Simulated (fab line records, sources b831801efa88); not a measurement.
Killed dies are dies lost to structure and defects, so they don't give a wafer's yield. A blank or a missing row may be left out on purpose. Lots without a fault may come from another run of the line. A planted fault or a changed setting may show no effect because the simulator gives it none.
Problem report in the 8D (eight disciplines) form, filled by code | flow gf180mcu | the parts of the form that need people (team, actions taken, sign-off) are left out

1. THE PROBLEM
strip_time_to_endpoint_s at GF_NWELL_STRIP_10 reads a mean of 20.70 s on 2 wafers of 2 lots; wafers without a fault read 37.00 s with a standard deviation of 0.08. That is -99 or more standard deviations from the usual mean.
The step: strips in O2/N2.
First seen on wafer L811.1, day 6 08:11, on plasma_asher-04. The record holds 38 wafers of 13 lots with a number at this step. Rule for "out", or "out of limits": more than 4 standard deviations from the usual mean. The other wafers with a number count as sound.

2. WHAT IT IS AND WHAT IT IS NOT
question                    | is                       | is not
which readings at this step | strip_time_to_endpoint_s | drypump_motor_current_A, oes_product_au
which lots                  | L811, L815               | L798, L799, L801, L802, L803, L804, L805, L808, L809, L820, L821
which wafers of those lots  | L811.1, L815.1           | L811.6, L815.2, L815.6
read on which tools         | plasma_asher-04          | plasma_asher-02, plasma_asher-03
when                        | from day 6 08:11         | up to then (28 sound wafers); but 8 sound wafers of L815, L820, L821 came after

3. SUSPECTS, AND WHAT RULES EACH OUT
Counting: a tool at a process step up to the reading stays a suspect if it ran every lot that is out. Sound lots after the first of them don't rule it out here, since some wafers of a struck lot are sound.
- litho_track-03 at GF_NWELL_COAT_02 (resist thk 3000 nm): kept. It ran every lot that is out, first L811 (day 6 00:26); its last sound lot up to then is L809 (day 5 12:32).
- plasma_asher-04 at GF_NWELL_STRIP_10 (strips in O2/N2): kept. It ran every lot that is out, first L811 (day 6 08:11); its last sound lot up to then is L805 (day 5 01:19). Its own readings are out on those wafers: strip_time_to_endpoint_s.
Left after counting: litho_track-03 at GF_NWELL_COAT_02, plasma_asher-04 at GF_NWELL_STRIP_10.

4. THE CAUSE (what the simulator had put in)
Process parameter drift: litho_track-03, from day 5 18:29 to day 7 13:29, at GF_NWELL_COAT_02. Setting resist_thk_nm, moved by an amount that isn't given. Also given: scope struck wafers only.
Counting left 2 suspects, and this tool is among them.

5. THE CHAIN OF EFFECTS, in route order
Each row: a reading whose mean over the struck wafers that have a number lies more than 3 standard deviations from the usual. Only readings for which the record gives a usual standard deviation are gone through. hours: the time from each lot's start at the first step in this table that gives one to its start at this step, as a median over the lots. sigmas: the change in usual standard deviations.
hours | step              | reading                  | usual   | on struck wafers | change | sigmas
0     | GF_NWELL_STRIP_10 | strip_time_to_endpoint_s | 37.00 s | 20.70            | -16.30 | -99 or more
The process steps in it:
- GF_NWELL_STRIP_10: strips in O2/N2.

6. WHAT WOULD HAVE CAUGHT IT SOONER
In this record the first reading out of limits was taken at day 6 08:11, 14 hours after the fault began at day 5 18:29.
Of the lots that are out (2), L815 began GF_NWELL_COAT_02 on litho_track-03 after day 6 08:11. A hold on the tool at that time would have spared it.
